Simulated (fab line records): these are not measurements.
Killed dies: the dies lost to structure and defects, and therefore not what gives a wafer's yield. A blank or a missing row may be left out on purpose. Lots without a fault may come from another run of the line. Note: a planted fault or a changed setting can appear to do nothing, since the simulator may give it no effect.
One fault through the eyes of 2 desks || flow sky130 || each desk holds nothing but its own numbers, with what lay behind them at the end

== FOR THE TOOL OWNER'S DESK: litho track-01 ==
The tool's own readings at SKY_VT_ADJUST_HVTP_DEVELOP_06 (develop time 60 s): means of the sampled wafers that have a number, for each lot that ran on this tool. Marked OUT: a lot whose mean sits more than 4 standard deviations from the usual mean, which makes it out of limits; the brackets give that distance.
Columns: A = developer temp C at SKY_VT_ADJUST_HVTP_DEVELOP_06, usual 23.00 C
{"lot": "L679", "first seen here": "day 6 04:35", "A": 22.98}
{"lot": "L685", "first seen here": "day 7 18:12", "A": 22.93}
{"lot": "L690", "first seen here": "day 9 05:27", "A": 23.14}
{"lot": "L699", "first seen here": "day 11 12:12", "A": 23.05}
Finding of this desk: none of the 4 lots has anything out of limits.

== AT THE METROLOGY DESK ==
What the gauges read for every lot (on any tool): the sampled wafers with a number, averaged. Marked OUT: a lot whose mean sits more than 4 standard deviations from the usual mean, which makes it out of limits; the brackets give that distance.
Columns: A = FIELD_ISO_OXIDATION_00_THK at SKY_FIELD_ISO_THK_MEAS_02, usual 11.91 nm; B = cd nm at SKY_VT_ADJUST_HVTP_CD_MEAS_07, usual 380.3 nm; C = VT_ADJUST_HVTP_OVL at SKY_VT_ADJUST_HVTP_OVL_MEAS_08, usual 1.2 nm; D = VT_ADJUST_HVTP_TW at SKY_VT_ADJUST_HVTP_TW_MEAS_11, usual 1359; E = VT_ADJUST_LVTN_OVL at SKY_VT_ADJUST_LVTN_OVL_MEAS_07, usual -0.9 nm
{"lot": "L679", "first seen here": "day 1 13:50", "A": 12.15, "B": 378.8, "C": 0.8, "D": 1355, "E": -0.1}
{"lot": "L684", "first seen here": "day 2 12:55", "A": 11.98, "B": 380.5, "C": 1.7, "D": 1352, "E": -1.7}
{"lot": "L685", "first seen here": "day 2 18:30", "A": 11.75, "B": "-", "C": "-", "D": "30 (-99 or more) OUT", "E": 1.2}
{"lot": "L686", "first seen here": "day 3 01:22", "A": 11.62, "B": 378.0, "C": 0.7, "D": 1350, "E": -1.0}
{"lot": "L689", "first seen here": "day 3 13:38", "A": 12.15, "B": 377.1, "C": 2.9, "D": 1351, "E": -3.6}
{"lot": "L690", "first seen here": "day 3 21:16", "A": 11.94, "B": "-", "C": "-", "D": "30 (-99 or more) OUT", "E": -0.1}
{"lot": "L692", "first seen here": "day 4 05:53", "A": 12.41, "B": 380.1, "C": 3.4, "D": 1364, "E": 0.6}
{"lot": "L693", "first seen here": "day 4 10:08", "A": 11.80, "B": 379.4, "C": 0.4, "D": 1364, "E": -1.6}
{"lot": "L694", "first seen here": "day 4 14:38", "A": 11.68, "B": 379.8, "C": 1.5, "D": 1349, "E": 1.6}
{"lot": "L696", "first seen here": "day 5 01:22", "A": 12.15, "B": 385.2, "C": 1.4, "D": 1354, "E": -0.6}
{"lot": "L699", "first seen here": "day 5 15:45", "A": 11.50, "B": 384.3, "C": 0.8, "D": 1354, "E": -1.7}
{"lot": "L700", "first seen here": "day 5 21:55", "A": 12.10, "B": 379.5, "C": 0.2, "D": 1355, "E": -2.9}
{"lot": "L701", "first seen here": "day 6 02:08", "A": 11.94, "B": 382.3, "C": 3.1, "D": 1377, "E": 2.3}
{"lot": "L702", "first seen here": "day 6 06:38", "A": 11.58, "B": 377.0, "C": 1.4, "D": 1358, "E": -0.9}
This desk reports L685, L690 out of limits; the earliest was L685 at day 7 18:46 (VT_ADJUST_HVTP_TW at SKY_VT_ADJUST_HVTP_TW_MEAS_11). Within limits: L679, L684, L686, L689, L692, L693, L694, L696, L699, L700, L701, L702.

== BROUGHT TOGETHER ==
The metrology desk could have raised an alarm at day 7 18:46, on L685, L690.
Nothing out of limits was seen by the tool owner's desk.
Tool owner's desk: L685, L690 on record, inside its limits.
On litho track-01, each named lot ran SKY_VT_ADJUST_HVTP_DEVELOP_06.

== WHAT THE SIMULATOR HAD PUT IN ==
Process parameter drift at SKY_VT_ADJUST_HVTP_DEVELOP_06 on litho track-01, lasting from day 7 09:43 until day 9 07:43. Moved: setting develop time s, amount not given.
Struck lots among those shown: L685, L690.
Time in hours between the start of the fault and the first out-of-limits reading at each desk: metrology desk, 9.
